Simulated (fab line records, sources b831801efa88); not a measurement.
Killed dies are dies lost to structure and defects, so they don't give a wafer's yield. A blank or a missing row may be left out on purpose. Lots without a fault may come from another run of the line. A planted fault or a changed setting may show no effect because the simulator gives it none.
fab line records | flow sky130
record lots=5 wafers=15 last_day=50
route steps=708 shown VIA1@473 METAL2@483 PAD_OPEN@708
lots that met no fault: from a run of the same line without faults
start_h: hours from the record's first day to the start of the lot's first wafer shown | wait_h: hours since the lot's step before | " the same as in the row above | L1.1+2: a row that stands for several wafers | - no value, or no start given | * or withheld: withheld | < > ~ a bound
route shown NAME@n: a module of which the file shows steps, and the number in the route of the first | usual: mean/standard deviation of fault-free wafers | same: alike in all rows | chamber/n: place in a boat | sites: the reading at each site | _std_site: their standard deviation | _edge_site: outer sites' mean less inner sites' | radius_mm: how far each site lies from the wafer's centre | mask NAME#n: copy n | behind: the tool/chamber that last shaped the wafer | hold: why the lot was held/for how many hours/how that ended | device: the transistor (n, p or np) that didn't switch | end of line: the same wafers' tests at the end of the route | a step without rows: its recipe alone | killed: dies lost to structure and defects at the first sort, not the wafer's yield | map: a wafer's dies, x killed, . not, _ none there
set.NAME: the setting as run; set.NAME@STEP: as run at that earlier step | model.NAME: the simulator's own value behind a step, which no gauge read
lots at some steps of the route; a table a step, a row a wafer
services: from which hour (start_h, from the record's first day; less than 0 if before it) a tool's chamber was out of use, for how many hours, and why
## steps
# step SKY_VIA1_ETCH_15
# recipe target=SiO2 chemistry=C4F8/O2/Ar target_depth_nm=351 stop_on=TiN mask_material=KrF-thick source_w=1500 bias_w=1200 pressure_mtorr=40 c4f8_flow_sccm=withheld O2_flow_sccm=6 Ar_flow_sccm=300 time_s=54
# usual bias_w=1200/3.7 oes_product_au=0.981/0.0056
# columns lot.wafer tool chamber start_h wait_h bias_w oes_product_au rf_hours_counter_h
L546.2 rie_diel-01 0 815.50 0.0 1201 0.966 10
L546.3 " 1 " " 1198 0.984 4
L546.5 " 3 " " 1203 0.993 -
L554.2 rie_diel-03 1 881.69 0.0 1197 0.976 14
L554.4 " 3 " " 1209 0.977 -
L554.6 " 1 " " 1199 0.975 -
L560.2 rie_diel-01 0 922.19 0.0 1203 0.975 13
L560.3 " 2 " " 1206 0.980 14
L560.4 " 3 " " 1202 0.975 9
L564.2 rie_diel-01 1 949.75 0.0 1194 0.981 8
L564.3 " 3 " " 1195 0.984 10
L564.6 " 0 " " 1195 0.978 -
L565.4 rie_diel-01 3 958.12 0.0 1199 0.983 10
L565.5 " 2 " " 1199 0.980 -
L565.6 " 3 " " 1202 0.983 -
# step SKY_VIA1_STRIP_16
# recipe chemistry=O2/N2 power_w=1400 pressure_mtorr=1500 platen_temp_c=withheld o2_flow_sccm=3000 n2_flow_sccm=300 overash_fraction=0.5
# usual drypump_motor_current_A=5.6/0.39 oes_product_au=0.415/0.0047 strip_time_to_endpoint_s=4.465/0.021
# same overash_fraction=0.5
# columns lot.wafer tool chamber start_h wait_h drypump_motor_current_A oes_product_au rf_hours_counter_h strip_time_to_endpoint_s
L546.2 plasma_asher-03 1 815.54 0.0 5.8 0.416 5 4.481
L546.3 " 1 " " 5.7 0.414 - 4.480
L546.5 " 1 " " 5.8 0.426 - 4.494
L554.2 plasma_asher-04 0 881.74 0.0 5.4 0.417 78 4.423
L554.4 " 1 " " 5.8 0.414 - 4.385
L554.6 " 0 " " 5.4 0.414 - 4.453
L560.2 plasma_asher-03 0 922.24 0.0 4.9 0.412 16 4.459
L560.3 " 1 " " 5.7 0.421 - 4.459
L560.4 " 0 " " 4.9 0.415 - 4.460
L564.2 plasma_asher-04 0 949.80 0.0 5.4 0.409 85 4.472
L564.3 " 0 " " 5.4 0.417 - 4.459
L564.6 " 0 " " 5.4 0.418 - 4.477
L565.4 plasma_asher-02 0 958.20 0.1 6.1 0.415 - 4.466
L565.5 " 1 " " 5.8 0.415 - 4.470
L565.6 " 0 " " 6.1 0.409 - 4.461
# step SKY_VIA1_STRIP_17
# recipe chemistry=post_etch_residue_remover time_s=1200 temp_c=72.5
# step SKY_VIA1_CLEAN_18
# recipe chemistry=IPA time_s=180 temp_c=25
# step SKY_VIA1_CLEAN_19
# recipe chemistry=O3/DIW dry=n2_spin
# step SKY_VIA1_SPUTTER_20
# recipe material=TiN target_thk_nm=20 chamber_pressure_pa=5 power_w=4000 time_s=80
# step SKY_VIA1_CVD_21
# recipe material=W target_thk_nm=270 time_s=80.902 temp_c=400 pressure_torr=40
# step SKY_VIA1_RS_MEAS_22
# recipe thk_meas_gauge=four-point-probe reads=W_of_VIA1_CVD_21+TiN_of_VIA1_SPUTTER_20
# usual VIA1_W_RS=0.428/0.0061
# columns lot.wafer tool chamber start_h wait_h VIA1_W_RS[ohm/sq]
L546.2 film_metro-04 - 816.32 0.1 0.434
L546.3 " - " " 0.432
L546.5 " - " " 0.427
L554.2 film_metro-04 - 882.50 0.1 0.438
L554.4 " - " " 0.434
L554.6 " - " " 0.432
L560.2 film_metro-01 - 923.01 0.1 0.420
L560.3 " - " " 0.426
L560.4 " - " " 0.437
L564.2 film_metro-01 - 950.57 0.1 0.431
L564.3 " - " " 0.428
L564.6 " - " " 0.425
L565.4 film_metro-04 - 958.97 0.1 0.432
L565.5 " - " " 0.419
L565.6 " - " " 0.431
# step SKY_VIA1_THK_MEAS_23
# recipe thk_meas_gauge=xrf reads=W_of_VIA1_CVD_21
# usual VIA1_W_THK=273/4.8
# columns lot.wafer tool chamber start_h wait_h VIA1_W_THK[nm]
L546.2 film_metro-04 - 816.43 0.1 269
L546.3 " - " " 269
L546.5 " - " " 273
L554.2 film_metro-04 - 882.61 0.1 263
L554.4 " - " " 267
L554.6 " - " " 270
L560.2 film_metro-01 - 923.12 0.1 281
L560.3 " - " " 275
L560.4 " - " " 272
L564.2 film_metro-01 - 950.68 0.1 275
L564.3 " - " " 273
L564.6 " - " " 275
L565.4 film_metro-04 - 959.06 0.1 269
L565.5 " - " " 278
L565.6 " - " " 270
# step SKY_VIA1_CMP_24
# recipe stop_on=SiO2 t_overpolish_s=15 down_force_psi=3.5 platen_rpm=60 target_thk_nm=0 pad_velocity_m_s=0.94248
# step SKY_METAL2_SPUTTER_00
# recipe material=Ti target_thk_nm=15 power_w=3000 time_s=10 chamber_pressure_pa=0.4
# step SKY_METAL2_SPUTTER_01
# recipe material=TiN target_thk_nm=20 power_w=6500 time_s=16.7 chamber_pressure_pa=0.4
# step SKY_METAL2_SPUTTER_02
# recipe material=AlCu target_thk_nm=250 power_w=10600 time_s=13.3 chamber_pressure_pa=0.4
# usual cathode_dc_power_W=10600/1.9 throttle_valve_pct=30.3/1.1
# columns lot.wafer tool chamber start_h wait_h cathode_dc_power_W throttle_valve_pct model.AlCu_of_METAL2_SPUTTER_02.thk_nm
L546.2 pvd_sputter-04 - 816.83 0.0 10600 31.5 251.5
L546.3 " - " " 10602 32.4 249.6
L546.5 " - " " 10601 29.4 248.6
L554.2 pvd_sputter-02 - 883.01 0.0 10603 31.0 248.1
L554.4 " - " " 10601 30.0 249.6
L554.6 " - " " 10601 29.3 251
L560.2 pvd_sputter-02 - 923.52 0.0 10598 31.0 247
L560.3 " - " " 10600 29.1 246.2
L560.4 " - " " 10961 29.9 255.2
L564.2 pvd_sputter-04 - 951.07 0.0 10604 29.4 251.4
L564.3 " - " " 10597 31.6 251.9
L564.6 " - " " 10601 29.7 251.5
L565.4 pvd_sputter-01 - 959.45 0.0 10605 29.5 248.8
L565.5 " - " " 10601 30.3 246.8
L565.6 " - " " 10600 30.6 250.2
# step SKY_METAL2_SPUTTER_03
# recipe material=Ti target_thk_nm=5 power_w=3000 time_s=3.3 chamber_pressure_pa=0.4
# step SKY_METAL2_SPUTTER_04
# recipe material=TiN target_thk_nm=70 power_w=6500 time_s=58.3 chamber_pressure_pa=0.4
# usual cathode_dc_power_W=6500.1/1.2 throttle_valve_pct=30.3/1.1
# columns lot.wafer tool chamber start_h wait_h cathode_dc_power_W throttle_valve_pct
L546.2 pvd_sputter-04 - 816.87 0.0 6498.8 31.7
L546.3 " - " " 6499.4 32.6
L546.5 " - " " 6498.6 29.6
L554.2 pvd_sputter-02 - 883.06 0.0 6500.4 31.2
L554.4 " - " " 6499.8 30.0
L554.6 " - " " 6501.2 29.2
L560.2 pvd_sputter-02 - 923.56 0.0 6497.7 30.7
L560.3 " - " " 6499.6 28.9
L560.4 " - " " 6500.7 29.9
L564.2 pvd_sputter-04 - 951.12 0.0 6500.3 29.4
L564.3 " - " " 6497.5 31.6
L564.6 " - " " 6501.3 29.4
L565.4 pvd_sputter-01 - 959.51 0.0 6499.3 29.6
L565.5 " - " " 6498.1 30.5
L565.6 " - " " 6501.3 30.4
# step SKY_METAL2_RS_MEAS_05
# recipe thk_meas_gauge=four-point-probe reads=TiN_of_METAL2_SPUTTER_04+Ti_of_METAL2_SPUTTER_03+AlCu_of_METAL2_SPUTTER_02+TiN_of_METAL2_SPUTTER_01+Ti_of_METAL2_SPUTTER_00
# usual METAL2_ALCU_RS=0.1269/0.0011
# columns lot.wafer tool chamber start_h wait_h METAL2_ALCU_RS[ohm/sq]
L546.2 film_metro-04 - 816.94 0.0 0.1261
L546.3 " - " " 0.1268
L546.5 " - " " 0.1275
L554.2 film_metro-03 - 883.12 0.0 0.1279
L554.4 " - " " 0.1270
L554.6 " - " " 0.1263
L560.2 film_metro-03 - 923.63 0.0 0.1286
L560.3 " - " " 0.1287
L560.4 " - " " 0.1242
L564.2 film_metro-03 - 951.19 0.0 0.1259
L564.3 " - " " 0.1255
L564.6 " - " " 0.1258
L565.4 film_metro-01 - 959.59 0.1 0.1275
L565.5 " - " " 0.1289
L565.6 " - " " 0.1266
# step SKY_METAL2_THK_MEAS_06
# recipe thk_meas_gauge=xrf reads=AlCu_of_METAL2_SPUTTER_02
# usual METAL2_ALCU_THK=249.9/2.7
# columns lot.wafer tool chamber start_h wait_h METAL2_ALCU_THK[nm]
L546.2 film_metro-04 - 817.05 0.1 249.3
L546.3 " - " " 249.3
L546.5 " - " " 246.6
L554.2 film_metro-03 - 883.23 0.1 249.9
L554.4 " - " " 250.2
L554.6 " - " " 252.2
L560.2 film_metro-03 - 923.74 0.1 244.2
L560.3 " - " " 246.3
L560.4 " - " " 255.6
L564.2 film_metro-03 - 951.30 0.1 250.8
L564.3 " - " " 251.1
L564.6 " - " " 251.3
L565.4 film_metro-01 - 959.68 0.1 246.3
L565.5 " - " " 246.6
L565.6 " - " " 249.0
# step SKY_METAL2_DEHYDRATE_07
# recipe temp_c=200 time_s=60
# step SKY_METAL2_HMDS_08
# recipe prime_time_s=60 prime_temp_c=120
# step SKY_METAL2_COAT_09
# recipe resist=BARC temp_c=withheld time_s=withheld spin_rpm=3000 resist_thk_nm=60
# step SKY_METAL2_COAT_10
# recipe resist=KrF-thick spin_rpm=3000 resist_thk_nm=450
# step SKY_METAL2_SOFTBAKE_11
# recipe temp_c=100 time_s=90 resist=KrF-thick
# step SKY_METAL2_EXPOSE_12
# recipe mask_id=MM2 na=0.8 source_shape=annular sigma_inner=0.55 sigma_outer=0.85 target_cd_nm=140 dose_mj=28
# step SKY_METAL2_PEB_13
# recipe peb_temp_c=withheld peb_time_s=withheld resist=KrF-thick
# step SKY_METAL2_DEVELOP_14
# recipe develop_time_s=60 resist=KrF-thick dev_temp_c=21
# step SKY_METAL2_CD_MEAS_15
# recipe target_cd_nm=140
# usual cd_nm=140.1/1.5
# columns lot.wafer tool chamber start_h wait_h cd_nm
L546.2 cd_sem-01 - 843.01 - 140.6
L546.3 " - " " 138.5
L546.5 " - " " 139.6
L554.2 cd_sem-01 - 909.11 - 138.0
L554.4 " - " " 139.0
L554.6 " - " " 139.3
L560.2 cd_sem-01 - 948.04 - 142.5
L560.3 " - " " 142.0
L560.4 " - " " 141.4
L564.2 cd_sem-02 - 975.09 - 139.6
L564.3 " - " " 139.2
L564.6 " - " " 139.6
L565.4 cd_sem-01 - 983.75 - 138.6
L565.5 " - " " 137.0
L565.6 " - " " 137.2
# step SKY_METAL2_OVL_MEAS_16
# usual METAL2_OVL=-3/5.6
# columns lot.wafer tool chamber start_h wait_h METAL2_OVL[nm]
L546.2 overlay-01 - 843.12 0.1 -3
L546.3 " - " " -9
L546.5 " - " " -4
L554.2 overlay-01 - 909.22 0.1 -1
L554.4 " - " " -14
L554.6 " - " " -5
L560.2 overlay-01 - 948.15 0.1 1
L560.3 " - " " 0
L560.4 " - " " 0
L564.2 overlay-01 - 975.19 0.1 -9
L564.3 " - " " 2
L564.6 " - " " -8
L565.4 overlay-01 - 983.83 0.1 -11
L565.5 " - " " -12
L565.6 " - " " -13
# step SKY_METAL2_DESCUM_17
# recipe chemistry=O2 source_power_w=150 bias_power_w=0 pressure_mtorr=10 temp_c=40 time_s=8
# usual drypump_motor_current_A=5.7/0.46 he_backside_leak_sccm=3.35/0.19 oes_product_au=0.997/0.0081
# columns lot.wafer tool chamber start_h wait_h drypump_motor_current_A he_backside_leak_sccm oes_product_au rf_hours_counter_h
L546.2 rie_metal-04 0 843.15 0.0 5.9 3.47 1.001 1
L546.3 " 1 " " 5.8 3.19 0.993 -
L546.5 " 1 " " 5.8 3.09 0.994 -
L554.2 rie_metal-02 0 909.25 0.0 5.4 3.26 1.002 11
L554.4 " 1 " " 5.6 3.37 1.006 -
L554.6 " 1 " " 5.7 3.59 1.006 -
L560.2 rie_metal-04 0 948.18 0.0 5.9 3.44 0.997 4
L560.3 " 0 " " 5.9 3.44 0.987 -
L560.4 " 1 " " 5.8 3.05 0.990 -
L564.2 rie_metal-04 1 975.22 0.0 5.8 3.14 0.997 13
L564.3 " 0 " " 5.9 3.60 1.006 -
L564.6 " 1 " " 5.8 3.07 0.996 -
L565.4 rie_metal-04 0 983.86 0.0 5.9 3.55 0.997 -
L565.5 " 1 " " 5.8 3.16 0.991 -
L565.6 " 0 " " 5.9 3.44 0.996 -
# step SKY_METAL2_ETCH_18
# recipe chemistry=N2/H2 target=BARC ion_energy_ev=200 bias_w=100 pressure_mtorr=30 n2_flow_sccm=100 h2_flow_sccm=200 icp_w=500 stop_on=SiO2 time_s=45.9 target_depth_a=600
# usual bias_w=100.0/0.33 drypump_motor_current_A=5.7/0.46 he_backside_leak_sccm=3.33/0.21 oes_product_au=0.855/0.0052 throttle_valve_pct=13.225/0.0083
# columns lot.wafer tool chamber start_h wait_h bias_w drypump_motor_current_A he_backside_leak_sccm oes_product_au rf_hours_counter_h throttle_valve_pct
L546.2 rie_metal-04 0 843.18 0.0 99.8 5.9 3.53 0.858 1 13.226
L546.3 " 1 " " 99.4 5.8 3.06 0.860 - 13.224
L546.5 " 1 " " 99.3 5.8 3.20 0.857 - 13.222
L554.2 rie_metal-02 0 909.28 0.0 99.6 5.4 2.93 0.853 11 13.225
L554.4 " 1 " " 99.9 5.7 3.56 0.852 - 13.216
L554.6 " 1 " " 100.2 5.7 3.45 0.857 - 13.199
L560.2 rie_metal-04 0 948.21 0.0 100.0 5.9 3.62 0.839 4 13.234
L560.3 " 0 " " 100.1 5.9 3.48 0.848 - 13.227
L560.4 " 1 " " 100.1 5.8 3.06 0.856 - 13.227
L564.2 rie_metal-04 1 975.25 0.0 100.0 5.8 3.12 0.861 13 13.225
L564.3 " 0 " " 100.2 5.9 3.55 0.859 - 13.238
L564.6 " 1 " " 99.8 5.8 3.07 0.854 - 13.217
L565.4 rie_metal-04 0 983.90 0.0 99.6 5.9 3.53 0.854 - 13.226
L565.5 " 1 " " 99.6 5.8 2.89 0.851 - 13.234
L565.6 " 0 " " 100.7 5.9 3.48 0.848 - 13.228
# step SKY_METAL2_METAL_ETCH_19
# recipe target_depth_a=3600 stop_on=SiO2 over_etch_frac=0.3 time_s=78 chemistry=Cl2/BCl3 resist_sidewall_deg=88 pressure_mtorr=10 icp_w=900 bias_w=48.5 Cl2_flow_sccm=60 bcl3_flow_sccm=30
# usual bias_w=48.51/0.16 drypump_motor_current_A=5.7/0.47 he_backside_leak_sccm=3.4/0.34 oes_product_au=0.855/0.0051 throttle_valve_pct=22.262/0.0086
# columns lot.wafer tool chamber start_h wait_h bias_w drypump_motor_current_A he_backside_leak_sccm oes_product_au rf_hours_counter_h throttle_valve_pct model.etch.depth_nm model.METAL2.feature_depth_nm
L546.2 rie_metal-04 0 843.24 0.0 48.67 5.9 3.4 0.858 1 22.269 362.2 362.2
L546.3 " 1 " " 48.43 5.8 3.1 0.856 - 22.267 360.5 360.5
L546.5 " 1 " " 48.51 5.8 3.2 0.851 - 22.256 358.7 358.7
L554.2 rie_metal-02 0 909.34 0.0 48.64 5.4 3.1 0.847 11 22.249 358.4 358.4
L554.4 " 1 " " 48.76 5.7 3.4 0.863 - 22.276 359.8 359.8
L554.6 " 1 " " 48.58 5.6 3.2 0.861 - 22.254 360.6 360.6
L560.2 rie_metal-04 0 948.27 0.0 48.59 5.9 3.5 0.854 4 22.256 356.9 356.9
L560.3 " 0 " " 48.48 5.9 3.4 0.855 - 22.263 356.2 356.2
L560.4 " 1 " " 48.63 5.8 3.2 0.856 - 22.263 365 365
L564.2 rie_metal-04 1 975.32 0.0 48.30 5.8 3.1 0.851 14 22.260 362.3 362.3
L564.3 " 0 " " 48.83 5.9 3.6 0.867 - 22.273 362.9 362.9
L564.6 " 1 " " 48.28 5.8 3.0 0.859 - 22.257 362.4 362.4
L565.4 rie_metal-04 0 983.97 0.1 48.39 5.9 3.7 0.854 - 22.267 359.7 359.7
L565.5 " 1 " " 48.58 5.8 3.3 0.849 - 22.257 356.8 356.8
L565.6 " 0 " " 48.58 5.9 3.6 0.859 - 22.263 360.3 360.3
# step SKY_METAL2_STRIP_20
# recipe chemistry=O2/N2 power_w=1400 pressure_mtorr=1500 platen_temp_c=withheld o2_flow_sccm=3000 n2_flow_sccm=300 overash_fraction=0.5
# step SKY_PAD_OPEN_PROBE_99
# usual defect_limited_yield=82.4/1.8 killed_at_M0_to_M3=43/6.5 killed_at_M4_up=3.2/1.8 killed_at_contacts=24/5.2 killed_at_front_end=15/4 killed_at_other=0.4/0.69 killed_dies=86/8.7 killed_open=47/7 killed_short=39/5.7 sort_bin_3_pad_short=0.9/0.43 sort_bin_5_function=10.5/1.4 sort_bin_6_memory=6.2/1.2 sort_n_pass=406/8.7 sort_yield_pct=82.4/1.8
# same gross_dies=492 killed_at_back_side=0 sort_bin_4_leakage[%]=0 sort_bin_8_speed[%]=0
# columns lot.wafer tool chamber start_h wait_h defect_limited_yield[%] killed_at_M0_to_M3 killed_at_M4_up killed_at_contacts killed_at_front_end killed_at_other killed_dies killed_open killed_short sort_bin_3_pad_short[%] sort_bin_5_function[%] sort_bin_6_memory[%] sort_n_pass sort_yield_pct[%] model.etest.met2.line_ohm_um model.etest.met2.rs_ohm_sq
L546.2 prober-01 - 1093.17 0.1 81.1 41 3 29 20 0 93 42 48 1.0 11.0 6.9 399 81.1 0.8926 0.1275
L546.3 prober-01 - 1093.22 0.2 84.3 39 2 20 16 0 77 35 41 1.4 8.5 5.7 415 84.3 0.9362 0.1286
L546.5 prober-01 - 1093.32 0.2 81.5 42 2 24 23 0 91 48 43 0.4 12.0 6.1 401 81.5 0.9284 0.1295
L554.2 prober-01 - 1144.82 0.1 81.3 49 4 25 14 0 92 45 47 1.2 8.7 8.7 400 81.3 0.934 0.1298
L554.4 prober-01 - 1144.92 0.2 83.1 34 5 23 21 0 83 38 44 0.4 11.6 4.9 409 83.1 0.9035 0.129
L554.6 prober-01 - 1145.02 0.2 82.5 38 4 28 16 0 86 48 37 0.8 10.2 6.5 406 82.5 0.9221 0.1265
L560.2 prober-01 - 1174.01 0.1 86.2 37 8 14 9 0 68 28 40 0.8 7.7 5.3 424 86.2 0.8831 0.1291
L560.3 prober-01 - 1174.06 0.2 82.1 47 2 26 13 0 88 52 35 1.2 10.6 6.1 404 82.1 0.9092 0.1286
L560.4 prober-01 - 1174.11 0.2 84.6 38 1 19 18 0 76 47 29 0.4 8.1 6.9 416 84.6 0.8914 0.1255
L564.2 prober-01 - 1191.76 0.1 79.7 49 5 27 18 1 100 56 44 0.6 11.8 7.9 392 79.7 0.8948 0.127
L564.3 prober-01 - 1191.81 0.2 81.9 36 3 27 23 0 89 53 36 1.2 11.8 5.1 403 81.9 0.9109 0.126
L564.6 prober-01 - 1191.96 0.2 84.3 39 3 20 15 0 77 41 36 1.6 7.5 6.5 415 84.3 0.9099 0.1265
# killed by level:class
L546.2 LOCAL_INTERCONNECT:geometric_particle:short=8 VIA1:geometric_particle:open=8 POLY_GATE:geometric_particle:short=7 CONTACT:geometric_particle:open=7 METAL1:geometric_particle:short=7 VIA2:geometric_particle:open=6 LI_CONTACT:geometric_particle:open=5 FIELD_ISO:geometric_particle:open=4
L546.3 VIA1:geometric_particle:open=10 LI_CONTACT:geometric_particle:open=7 METAL1:geometric_particle:short=7 FIELD_ISO:geometric_particle:short=5 LOCAL_INTERCONNECT:geometric_particle:short=5 POLY_GATE:geometric_particle:short=4 VIA1:geometric_particle:short=4 VIA2:geometric_particle:open=4
L546.5 FIELD_ISO:geometric_particle:open=11 METAL2:geometric_particle:short=8 VIA1:geometric_particle:open=8 VIA3:geometric_particle:open=7 CONTACT:geometric_particle:short=6 POLY_GATE:geometric_particle:short=5 LI_CONTACT:geometric_particle:open=5 CONTACT:geometric_particle:open=5
L554.2 VIA1:geometric_particle:open=10 VIA3:geometric_particle:open=8 LOCAL_INTERCONNECT:geometric_particle:short=7 LI_CONTACT:geometric_particle:open=6 CONTACT:geometric_particle:short=6 METAL1:geometric_particle:short=6 VIA2:geometric_particle:open=6 FIELD_ISO:geometric_particle:open=5
L554.4 VIA1:geometric_particle:open=8 POLY_GATE:geometric_particle:short=7 METAL1:geometric_particle:short=7 LOCAL_INTERCONNECT:geometric_particle:short=7 CONTACT:geometric_particle:open=7 VIA3:geometric_particle:open=7 FIELD_ISO:geometric_particle:short=5 METAL4:geometric_particle:short=4
L554.6 VIA1:geometric_particle:short=8 VIA1:geometric_particle:open=8 LI_CONTACT:geometric_particle:open=7 LOCAL_INTERCONNECT:geometric_particle:short=6 CONTACT:geometric_particle:open=6 VIA3:geometric_particle:open=6 POLY_GATE:geometric_particle:open=5 VIA2:geometric_particle:open=5
L560.2 VIA1:geometric_particle:open=8 VIA1:geometric_particle:short=7 METAL4:geometric_particle:short=7 METAL1:geometric_particle:short=6 CONTACT:geometric_particle:short=5 VIA3:geometric_particle:open=5 FIELD_ISO:geometric_particle:short=4 CONTACT:geometric_particle:open=4
L560.3 VIA1:geometric_particle:open=12 VIA3:geometric_particle:open=10 CONTACT:geometric_particle:open=9 CONTACT:geometric_particle:short=8 LI_CONTACT:geometric_particle:open=7 METAL2:geometric_particle:short=7 FIELD_ISO:geometric_particle:short=4 METAL1:geometric_particle:short=4
L560.4 VIA1:geometric_particle:open=10 FIELD_ISO:geometric_particle:open=7 POLY_GATE:geometric_particle:open=7 CONTACT:geometric_particle:open=7 VIA1:geometric_particle:short=5 METAL2:geometric_particle:short=5 VIA2:geometric_particle:open=5 LI_CONTACT:geometric_particle:open=4
L564.2 CONTACT:geometric_particle:open=11 VIA3:geometric_particle:open=9 FIELD_ISO:geometric_particle:open=7 VIA1:geometric_particle:open=7 VIA1:geometric_particle:short=7 VIA2:geometric_particle:open=7 LOCAL_INTERCONNECT:geometric_particle:short=6 LI_CONTACT:geometric_particle:open=5
L564.3 CONTACT:geometric_particle:open=11 FIELD_ISO:geometric_particle:open=9 VIA3:geometric_particle:open=9 VIA1:geometric_particle:open=6 VIA1:geometric_particle:short=5 LI_CONTACT:geometric_particle:open=5 LOCAL_INTERCONNECT:geometric_particle:short=4 METAL1:geometric_particle:short=4
L564.6 VIA1:geometric_particle:open=9 CONTACT:geometric_particle:open=8 METAL2:geometric_particle:short=6 LI_CONTACT:geometric_particle:open=5 CONTACT:geometric_particle:short=5 VIA1:geometric_particle:short=5 POLY_GATE:geometric_particle:open=4 VIA2:geometric_particle:open=4
## services
# columns tool chamber start_h hours kind
plasma_asher-03 - 797.02 1.1 repair
plasma_asher-04 - 800.39 3.3 repair
rie_diel-01 0 807.37 3.4 repair
rie_metal-04 0 813.80 - clean
rie_metal-04 0 813.80 12.6 scheduled_down
rie_metal-04 0 813.80 12.6 vent_cycle
pvd_sputter-02 0 816.52 - consumable_replace:kit
rie_diel-03 0 826.05 93.0 repair
rie_metal-04 - 829.13 0.5 repair
pvd_sputter-04 - 834.45 0.6 repair
pvd_sputter-04 - 837.07 1.5 repair
rie_diel-01 2 856.68 12.7 repair
rie_diel-03 2 871.97 3.3 repair
plasma_asher-02 - 897.78 9.1 repair
pvd_sputter-04 - 902.12 25.9 repair
rie_diel-01 - 908.67 0.7 repair
rie_diel-01 2 916.61 5.3 repair
rie_diel-03 - 919.24 2.8 pm
rie_metal-02 1 923.06 5.0 repair
pvd_sputter-02 - 944.13 11.5 repair
plasma_asher-03 - 957.95 2.6 repair
rie_metal-02 - 958.00 2.8 pm
rie_diel-01 0 970.47 2.1 repair
pvd_sputter-01 - 975.62 1.3 repair
## key
first_sign step=SKY_METAL2_SPUTTER_02 reading=cathode_dc_power_W direction=up sigmas=99+ usual=10600 struck=10961
effect none on later readings
model_effect step=SKY_METAL2_SPUTTER_02 value=AlCu_of_METAL2_SPUTTER_02.thk_nm without=246.7 struck=255.2
model_effect step=SKY_METAL2_METAL_ETCH_19 value=etch.depth_nm without=356.5 struck=365
model_effect step=SKY_PAD_OPEN_PROBE_99 value=etest.met2.line_ohm_um without=0.9234 struck=0.8914
met_at SKY_METAL2_SPUTTER_02
struck_wafers L560.4
onset_between 883.01 923.52
fault kind=process_parameter_drift tool=pvd_sputter-02 chamber=- onset_h=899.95 steps=SKY_METAL2_SPUTTER_02 channel=power_w offset=* shape=step end_h=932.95 acts_in=* stated=* scope=struck_wafers_only
